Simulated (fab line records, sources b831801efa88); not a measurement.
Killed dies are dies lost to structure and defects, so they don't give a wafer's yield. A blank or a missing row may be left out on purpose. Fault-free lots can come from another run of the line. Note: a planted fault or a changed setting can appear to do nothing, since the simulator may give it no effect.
Struck lot and sound lot, side by side + flow gf180mcu + 15 steps out of a route of 602
Sound: these wafers, L272.2, L272.3, L272.5. Wafers L289.1, L289.3, L289.6 were the ones struck. Last of all comes the cause.
At each step with rows: each side's tool, then ch and its chambers, then its first start. Under that, the readings that differ: sound wafers + struck wafers + difference of the means + sigmas: that difference in standard deviations of wafers without a fault.
alike: a reading whose means differ by less than 2 such deviations, as well as words and numbers matching on both sides. not compared: withheld readings; readings where some wafer has no value; bounds like >300 that might hide an equal value; numbers whose values overlap and for which the record gives no deviation.
The two part at a step that has a row with sigmas, a row that says differs or no value, or rows on one side only. Numbers that don't overlap but have no deviation are shown without sigmas and don't part them. A reading missing from all wafers of one side parts the sides only when that side holds two or more wafers.

first, 5 steps without rows for these wafers: GF_V1_COAT_09 (resist thk 1000 nm); GF_V1_SOFTBAKE_10 (time 60 s); GF_V1_EXPOSE_11 (exposes mask Via1, target cd 260 nm); GF_V1_PEB_12 (peb time 90 s); GF_V1_DEVELOP_13 (develop time 60 s).
GF_V1_CD_MEAS_14: target cd 260 nm.
  sound on cd-sem-02, day 18 15:41; struck on cd-sem-01, day 25 00:07
| reading    | sound             | struck            | difference | sigmas |
|------------|-------------------|-------------------|------------|--------|
| cd-nm (nm) | 258.3 257.7 258.1 | 261.4 260.2 262.2 | +3.2       | +3     |
GF_V1_OVL_MEAS_15:
  sound on overlay-01, day 18 15:47; struck on overlay-02, day 25 00:14
  alike: V1_OVL
GF_V1_ETCH_16: etches BARC in N2/H2.
  sound on rie-diel-01 ch 1,3, day 18 15:49; struck on rie-diel-04 ch 1,2,3, day 25 00:16
  alike: drypump-motor-current-A, oes-product-au, throttle-valve-pct
GF_V1_ETCH_17: etches SiO2 in C4F8/O2/Ar, stops on TiN, target depth 630 nm.
  sound on rie-diel-01 ch 1,3; struck on rie-diel-04 ch 1,2,3
  alike: oes-product-au
GF_V1_STRIP_18: strips in O2/N2.
  sound on plasma-asher-01 ch 0,1, day 18 15:57; struck on plasma-asher-04 ch 0,1, day 25 00:24
  alike: drypump-motor-current-A, heater-power-w, oes-product-au
  not compared: rf-hours-counter-h
then, 2 steps without rows for these wafers: GF_V1_STRIP_19 (strips in post etch residue remover, time 1200 s); GF_V1_CLEAN_20 (cleans in DIW).
GF_V1_SPUTTER_21: material Ti, target thk 15 nm, time 80.02 s.
  sound on pvd-sputter-04, day 18 16:31; struck on pvd-sputter-02, day 25 00:58
| reading                               | sound             | struck            | difference | sigmas |
|---------------------------------------|-------------------|-------------------|------------|--------|
| model.Ti_of_V1_SPUTTER_21.thk-nm (nm) | 15.32 15.07 15.36 | 21.68 21.58 21.57 | +6.36      |        |
  alike: throttle-valve-pct
GF_V1_SPUTTER_22: material TiN, target thk 10 nm, time 40 s.
  sound on pvd-sputter-04, day 18 16:34; struck on pvd-sputter-02, day 25 01:01
  alike: throttle-valve-pct
-- the record jumps here: 9 days lie between the struck wafers' starts before and after (it left off in module V1 and takes up again in module PASSIVATION, whose first step shown is number 602 of the route) --
GF_PASSIVATION_PROBE_99:
  rows exist in the record for the struck wafers here (prober-01, day 34 03:32), but not for the sound ones

== WHERE THEY PART ==
First at GF_V1_CD_MEAS_14; last, within this record, at GF_PASSIVATION_PROBE_99.

WHY: whatever the simulator had introduced
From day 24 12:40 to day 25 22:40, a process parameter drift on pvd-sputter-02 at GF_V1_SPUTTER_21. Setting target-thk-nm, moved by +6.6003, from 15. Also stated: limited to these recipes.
